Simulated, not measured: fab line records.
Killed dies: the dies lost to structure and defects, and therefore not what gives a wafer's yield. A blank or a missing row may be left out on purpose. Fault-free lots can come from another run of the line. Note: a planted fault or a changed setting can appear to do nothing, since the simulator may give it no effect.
Matching of chambers || flow sky130 || rie diel-04 running SKY_VIA2_ETCH_15: 4 sister chambers
The step etches SiO2 in C4F8/O2/Ar, stops on TiN, target depth 546 nm, time 84 s. 8 wafers are shown with their chamber, then 7 later ones without.

## WAFERS WITH THEIR CHAMBER
{"wafer": "L214.5", "chamber": 0, "oes product au (a.u.)": 0.928}
{"wafer": "L215.4", "chamber": 2, "oes product au (a.u.)": 0.943}
{"wafer": "L217.1", "chamber": 2, "oes product au (a.u.)": 0.940}
{"wafer": "L217.5", "chamber": 0, "oes product au (a.u.)": 0.940}
{"wafer": "L217.6", "chamber": 3, "oes product au (a.u.)": 0.940}
{"wafer": "L219.3", "chamber": 3, "oes product au (a.u.)": 0.937}
{"wafer": "L222.1", "chamber": 1, "oes product au (a.u.)": 0.943}
{"wafer": "L222.4", "chamber": 1, "oes product au (a.u.)": 0.940}

## WAFERS WITHOUT THEIR CHAMBER
{"wafer": "L222.5", "oes product au (a.u.)": 0.944}
{"wafer": "L231.2", "oes product au (a.u.)": 0.941}
{"wafer": "L231.3", "oes product au (a.u.)": 0.935}
{"wafer": "L231.5", "oes product au (a.u.)": 0.936}
{"wafer": "L230.1", "oes product au (a.u.)": 0.941}
{"wafer": "L230.5", "oes product au (a.u.)": 0.941}
{"wafer": "L230.6", "oes product au (a.u.)": 0.947}

## THE CHAMBER EACH PASSED THROUGH
{"wafer": "L222.5", "from the rows above": "can't be placed: 1 or 2 or 3 or 0", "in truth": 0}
{"wafer": "L231.2", "from the rows above": "can't be placed: 1 or 2 or 3 or 0", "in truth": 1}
{"wafer": "L231.3", "from the rows above": "can't be placed: 0 or 3 or 1 or 2", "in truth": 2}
{"wafer": "L231.5", "from the rows above": "can't be placed: 0 or 3 or 1 or 2", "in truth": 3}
{"wafer": "L230.1", "from the rows above": "can't be placed: 1 or 2 or 3 or 0", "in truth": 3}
{"wafer": "L230.5", "from the rows above": "can't be placed: 1 or 2 or 3 or 0", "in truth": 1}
{"wafer": "L230.6", "from the rows above": "can't be placed: 1 or 2 or 3 or 0", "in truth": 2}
Placed correctly: 0 of 7. Cannot be placed on the basis of these rows: 7; the candidates contain the true chamber in 7. 0 placed wrongly.
How it was worked out, from the rows above alone: a wafer's distance from a chamber is the root of the sum, over the readings, of the square of ((its reading less the chamber's mean) divided by the reading's scatter). The wafer belongs to the nearest chamber; if the next one is less than 2 further off, it can't be placed. For every chamber, the mean is computed from those of its wafers that are shown. The scatter: take each reading less its chamber's mean, square it, sum over the shown wafers, divide by the number of wafers less the number of chambers, and take the root.
